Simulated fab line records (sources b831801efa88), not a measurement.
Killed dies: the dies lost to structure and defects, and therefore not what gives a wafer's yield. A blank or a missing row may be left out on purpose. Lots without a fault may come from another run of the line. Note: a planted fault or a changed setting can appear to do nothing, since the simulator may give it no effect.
fab line records    flow sky130
[record] lots = 10  wafers = 30  lastDay = 47
route steps=708 shown RES_XHIGH@341 SD_N@351 LI_CONTACT@363
lots that met no fault: taken from a fault-free run of the same line
startH: start of the lot's first displayed wafer, in hours after the record's first day    waitH: time in hours since the lot's previous step    " as in the row above    L1.1+2: one row covering several wafers at once    - value missing, or start not given    * or withheld: withheld    < > ~ a bound
route shown NAME@n: a module of which the file shows steps, and the number in the route of the first    usual: mean and standard deviation over wafers with no fault    same: alike in all rows    chamber/n: place in a boat    sites: the reading at each site    _std_site: the standard deviation of these    _edge_site: the outer-site mean with the inner-site mean subtracted    radiusMm: for every site, how far away it sits from the centre of the wafer    mask NAME#n: copy n    behind: the most recent tool/chamber to have shaped the wafer    hold: what put the lot on hold/how long, in hours/how the hold closed    device: the n, p or np transistor that did not switch    end of line: the same wafers' tests at the end of the route    a step without rows: its recipe alone    killed: count of dies lost to structure and defects at first sort (not the wafer's yield)    map: the dies of a wafer, with x for killed, . for not killed, _ for no die there
set.NAME: setting as actually run; set.NAME@STEP: the setting as run at that earlier step    model.NAME: the simulator's own value behind a step, which no gauge read
one table for each step of the route and one row for each wafer, over a sample of lots
services: the hour from which a tool's chamber was out of use, counted from the record's first day as startH (under 0 if before that day), plus the number of hours and why
[[steps]]
[step SKY_RES_XHIGH_TW_MEAS_09]
[usual] RES_XHIGH_TW = 1641/24
lot.wafer  tool          chamber  startH  waitH  RES_XHIGH_TW
L582.2     filmMetro-03  -        625.52  0.1    1661
L582.4     "             -        "       "      1666
L582.6     "             -        "       "      1662
L583.1     filmMetro-04  -        628.57  0.1    1617
L583.2     "             -        "       "      1620
L583.4     "             -        "       "      1629
L584.2     filmMetro-04  -        632.88  0.1    1611
L584.3     "             -        "       "      1616
L584.4     "             -        "       "      1621
L585.2     filmMetro-03  -        641.97  0.1    1663
L585.4     "             -        "       "      1672
L585.6     "             -        "       "      1672
L586.1     filmMetro-03  -        651.23  0.1    1655
L586.5     "             -        "       "      1660
L586.6     "             -        "       "      1666
L587.4     filmMetro-03  -        658.50  0.1    1663
L587.5     "             -        "       "      1659
L587.6     "             -        "       "      1658
L588.1     filmMetro-01  -        663.81  0.1    1639
L588.2     "             -        "       "      1641
L588.5     "             -        "       "      1645
L589.2     filmMetro-03  -        674.77  0.1    1661
L589.4     "             -        "       "      1656
L589.6     "             -        "       "      1654
L590.1     filmMetro-04  -        684.71  0.1    1631
L590.4     "             -        "       "      1623
L590.6     "             -        "       "      1620
L591.4     filmMetro-03  -        697.36  0.1    1665
L591.5     "             -        "       "      1658
L591.6     "             -        "       "      1655
[step SKY_SD_N_IMPLANT_09]
[recipe] species = As  energyKev = 50  doseCm2 = 4e+15  tiltDeg = 0
[usual] implantIonAmu = 75/0
lot.wafer  tool          chamber  startH  waitH  implantIonAmu
L582.2     implanter-02  0        653.84  0.0    75
L582.4     "             0        "       "      75
L582.6     "             0        "       "      75
L583.1     implanter-01  0        656.91  0.0    75
L583.2     "             0        "       "      75
L583.4     "             0        "       "      75
L584.2     implanter-02  0        660.45  0.0    75
L584.3     "             0        "       "      75
L584.4     "             0        "       "      75
L585.2     implanter-02  0        669.14  0.0    75
L585.4     "             0        "       "      75
L585.6     "             0        "       "      75
L586.1     implanter-01  0        675.91  0.0    75
L586.5     "             0        "       "      75
L586.6     "             0        "       "      75
L587.4     implanter-03  0        685.50  0.1    75
L587.5     "             0        "       "      75
L587.6     "             0        "       "      75
L588.1     implanter-02  0        690.41  0.0    31
L588.2     "             0        "       "      31
L588.5     "             0        "       "      31
L589.2     implanter-03  0        703.24  0.0    31
L589.4     "             0        "       "      31
L589.6     "             0        "       "      31
L590.1     implanter-03  0        713.21  0.0    31
L590.4     "             0        "       "      31
L590.6     "             0        "       "      31
L591.4     implanter-02  0        725.46  0.1    31
L591.5     "             0        "       "      31
L591.6     "             0        "       "      31
[step SKY_SD_N_STRIP_11]
[recipe] chemistry = O2/N2  powerW = 1400  pressureMtorr = 1500  platenTempC = withheld  o2FlowSccm = 3000  n2FlowSccm = 300  overashFraction = 0.5
[usual] chamberPressureMTorr = 1499.6/2.2  drypumpMotorCurrentA = 5.7/0.43  o2FlowSccm = 3002/9.7  oesProductAu = 0.528/0.0042  stripTimeToEndpointS = 22.53/0.042
lot.wafer  tool            chamber  startH  waitH  chamberPressureMTorr  drypumpMotorCurrentA  o2FlowSccm  oesProductAu  rfHoursCounterH  stripTimeToEndpointS
L582.2     plasmaAsher-03  1        654.11  0.1    1498.9                6.3                   2995        0.526         56               22.53
L582.4     "               1        "       "      1499.5                6.3                   2994        0.528         -                22.52
L582.6     "               1        "       "      1500.0                6.3                   3004        0.536         -                22.55
L583.1     plasmaAsher-01  0        657.21  0.1    1498.8                6.1                   3015        0.522         84               22.59
L583.2     "               1        "       "      1501.5                5.2                   3004        0.529         84               22.50
L583.4     "               1        "       "      1499.4                5.2                   2986        0.531         -                22.56
L584.2     plasmaAsher-03  0        660.72  0.1    1496.1                5.2                   3003        0.523         56               22.54
L584.3     "               1        "       "      1499.8                6.3                   2994        0.522         -                22.50
L584.4     "               0        "       "      1499.5                5.2                   3008        0.531         -                22.49
L585.2     plasmaAsher-03  0        669.41  0.1    1498.8                5.1                   3006        0.527         57               22.59
L585.4     "               1        "       "      1502.2                6.3                   3008        0.530         -                22.58
L585.6     "               0        "       "      1498.7                5.2                   3015        0.525         -                22.62
L586.1     plasmaAsher-01  1        676.21  0.1    1501.0                5.2                   2986        0.523         86               22.45
L586.5     "               1        "       "      1498.4                5.2                   3005        0.526         -                22.46
L586.6     "               0        "       "      1499.0                6.1                   3000        0.526         -                22.51
L587.4     plasmaAsher-01  1        685.75  0.1    1498.0                5.2                   3016        0.522         -                22.53
L587.5     "               1        "       "      1499.5                5.2                   3017        0.531         -                22.51
L587.6     "               0        "       "      1499.3                6.1                   2987        0.536         -                22.49
L588.1     plasmaAsher-03  1        690.71  0.1    1498.3                6.3                   3003        0.498         59               25.06
L588.2     "               0        "       "      1499.8                5.2                   2991        0.504         59               25.09
L588.5     "               1        "       "      1498.1                6.3                   2985        0.499         -                25.16
L589.2     plasmaAsher-03  0        703.51  0.1    1501.0                5.2                   3009        0.498         61               25.08
L589.4     "               0        "       "      1499.3                5.2                   3011        0.501         -                25.13
L589.6     "               0        "       "      1500.0                5.2                   3002        0.504         -                25.12
L590.1     plasmaAsher-04  1        713.51  0.1    1501.0                5.7                   2992        0.502         26               25.17
L590.4     "               1        "       "      1500.2                5.7                   2988        0.504         -                25.12
L590.6     "               1        "       "      1498.8                5.7                   2989        0.506         -                25.16
L591.4     plasmaAsher-04  1        725.72  0.1    1499.4                5.7                   2989        0.500         -                25.13
L591.5     "               1        "       "      1499.0                5.7                   2995        0.506         -                25.10
L591.6     "               0        "       "      1500.3                5.9                   2993        0.499         -                25.06
[step SKY_SD_N_TW_MEAS_12]
[usual] SD_N_TW = 3987/48
lot.wafer  tool          chamber  startH  waitH  SD_N_TW
L582.2     filmMetro-01  -        654.22  0.1    3998
L582.4     "             -        "       "      4011
L582.6     "             -        "       "      3988
L583.1     filmMetro-04  -        657.31  0.1    3922
L583.2     "             -        "       "      3908
L583.4     "             -        "       "      3908
L584.2     filmMetro-03  -        660.83  0.1    4033
L584.3     "             -        "       "      4050
L584.4     "             -        "       "      4039
L585.2     filmMetro-03  -        669.52  0.1    4046
L585.4     "             -        "       "      4025
L585.6     "             -        "       "      4024
L586.1     filmMetro-04  -        676.31  0.1    3964
L586.5     "             -        "       "      3957
L586.6     "             -        "       "      3955
L587.4     filmMetro-01  -        685.85  0.1    3941
L587.5     "             -        "       "      3968
L587.6     "             -        "       "      3953
L588.1     filmMetro-01  -        690.81  0.1    4430
L588.2     "             -        "       "      4413
L588.5     "             -        "       "      4431
L589.2     filmMetro-03  -        703.62  0.1    4431
L589.4     "             -        "       "      4505
L589.6     "             -        "       "      4468
L590.1     filmMetro-03  -        713.61  0.1    4475
L590.4     "             -        "       "      4485
L590.6     "             -        "       "      4469
L591.4     filmMetro-03  -        725.81  0.1    4516
L591.5     "             -        "       "      4519
L591.6     "             -        "       "      4495
[step SKY_SD_N_RS_MEAS_16]
[recipe] thkMeasGauge = four-point-probe
[usual] SD_N_RS = 68.49/0.12
lot.wafer  tool          chamber  startH  waitH  SD_N_RS[ohm/sq]
L582.2     filmMetro-04  -        654.57  0.1    68.59
L582.4     "             -        "       "      68.51
L582.6     "             -        "       "      68.56
L583.1     filmMetro-04  -        657.60  0.1    68.33
L583.2     "             -        "       "      68.53
L583.4     "             -        "       "      68.46
L584.2     filmMetro-04  -        661.18  0.1    68.25
L584.3     "             -        "       "      68.39
L584.4     "             -        "       "      68.30
L585.2     filmMetro-01  -        669.82  0.1    68.30
L585.4     "             -        "       "      68.33
L585.6     "             -        "       "      68.32
L586.1     filmMetro-01  -        676.60  0.1    68.65
L586.5     "             -        "       "      68.45
L586.6     "             -        "       "      68.46
L587.4     filmMetro-03  -        686.16  0.1    68.59
L587.5     "             -        "       "      68.67
L587.6     "             -        "       "      68.70
L588.1     filmMetro-03  -        691.10  0.1    30.54
L588.2     "             -        "       "      30.53
L588.5     "             -        "       "      30.53
L589.2     filmMetro-04  -        703.92  0.1    30.69
L589.4     "             -        "       "      30.66
L589.6     "             -        "       "      30.68
L590.1     filmMetro-01  -        713.90  0.1    30.56
L590.4     "             -        "       "      30.60
L590.6     "             -        "       "      30.57
L591.4     filmMetro-01  -        726.13  0.1    30.57
L591.5     "             -        "       "      30.58
L591.6     "             -        "       "      30.61
[step SKY_LI_CONTACT_THK_MEAS_01]
[recipe] reads = PSG_of_LI_CONTACT_HDPCVD_00
[usual] LI_CONTACT_HDPCVD_THK = 936/8.1
lot.wafer  tool          chamber  startH  waitH  LI_CONTACT_HDPCVD_THK[nm]
L582.2     filmMetro-01  -        655.04  0.1    934
L582.4     "             -        "       "      934
L582.6     "             -        "       "      929
L583.1     filmMetro-03  -        658.10  0.1    943
L583.2     "             -        "       "      940
L583.4     "             -        "       "      942
L584.2     filmMetro-04  -        661.65  0.1    946
L584.3     "             -        "       "      927
L584.4     "             -        "       "      948
L585.2     filmMetro-03  -        670.29  0.1    941
L585.4     "             -        "       "      936
L585.6     "             -        "       "      938
L586.1     filmMetro-04  -        677.08  0.1    946
L586.5     "             -        "       "      937
L586.6     "             -        "       "      937
L587.4     filmMetro-03  -        686.61  0.0    932
L587.5     "             -        "       "      931
L587.6     "             -        "       "      926
L588.1     filmMetro-01  -        691.59  0.1    930
L588.2     "             -        "       "      940
L588.5     "             -        "       "      937
L589.2     filmMetro-03  -        704.41  0.1    941
L589.4     "             -        "       "      950
L589.6     "             -        "       "      944
L590.1     filmMetro-01  -        714.38  0.1    941
L590.4     "             -        "       "      949
L590.6     "             -        "       "      943
L591.4     filmMetro-03  -        726.58  0.0    930
L591.5     "             -        "       "      936
L591.6     "             -        "       "      940
[step SKY_LI_CONTACT_BOW_MEAS_03]
[recipe] mode = bow
[usual] LI_CONTACT_BOW = 56/7.2
lot.wafer  tool          chamber  startH  waitH  LI_CONTACT_BOW[um]
L582.2     filmMetro-03  -        655.52  0.2    57
L582.4     "             -        "       "      56
L582.6     "             -        "       "      59
L583.1     filmMetro-04  -        658.62  0.1    62
L583.2     "             -        "       "      47
L583.4     "             -        "       "      47
L584.2     filmMetro-01  -        662.02  0.1    37
L584.3     "             -        "       "      58
L584.4     "             -        "       "      56
L585.2     filmMetro-03  -        670.66  0.2    47
L585.4     "             -        "       "      61
L585.6     "             -        "       "      60
L586.1     filmMetro-04  -        677.44  0.2    49
L586.5     "             -        "       "      52
L586.6     "             -        "       "      61
L587.4     filmMetro-01  -        687.31  0.2    48
L587.5     "             -        "       "      53
L587.6     "             -        "       "      60
L588.1     filmMetro-03  -        691.95  0.2    69
L588.2     "             -        "       "      59
L588.5     "             -        "       "      64
L589.2     filmMetro-04  -        704.78  0.1    46
L589.4     "             -        "       "      60
L589.6     "             -        "       "      54
L590.1     filmMetro-03  -        714.74  0.2    61
L590.4     "             -        "       "      60
L590.6     "             -        "       "      62
L591.4     filmMetro-04  -        726.97  0.3    58
L591.5     "             -        "       "      59
L591.6     "             -        "       "      66
[[services]]
tool            chamber  startH  hours  kind
implanter-02    -        639.32  4.3    pm
implanter-02    -        643.61  1.9    pm
plasmaAsher-01  -        696.23  2.8    pm
[[key]]
[firstSign] step = SKY_SD_N_IMPLANT_09  reading = implantIonAmu  direction = down  sigmas = 99+  usual = 75  struck = 31
[effect] step = SKY_SD_N_STRIP_11  reading = stripTimeToEndpointS  direction = up  sigmas = 61  usual = *  struck = *
[effect] step = SKY_SD_N_TW_MEAS_12  reading = SD_N_TW  direction = up  sigmas = 10  usual = 3987  struck = 4470
[effect] step = SKY_SD_N_RS_MEAS_16  reading = SD_N_RS  direction = down  sigmas = 99+  usual = 68.49  struck = 30.59
metAt SKY_SD_N_IMPLANT_09
struckLots L588,L589,L590,L591
testerLeftOut L588,L589,L590,L591
notActingAt SKY_RES_XHIGH_TW_MEAS_09,SKY_LI_CONTACT_THK_MEAS_01,SKY_LI_CONTACT_BOW_MEAS_03
onsetBetween 685.50 690.41
[fault] kind = wrongRecipeDownload  tool = implanter-01,implanter-02,implanter-03  chamber = -  onsetH = 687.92  steps = SKY_SD_N_IMPLANT_09  wrongRecipe.notListed = 1
// testerLeftOut: of these lots the tester's yield and bins aren't shown, on N5 and GAA mostly nor the transistor test; their killed dies are dies lost to structure and defects alone, not to doping, threshold or leakage, so they don't give the yield
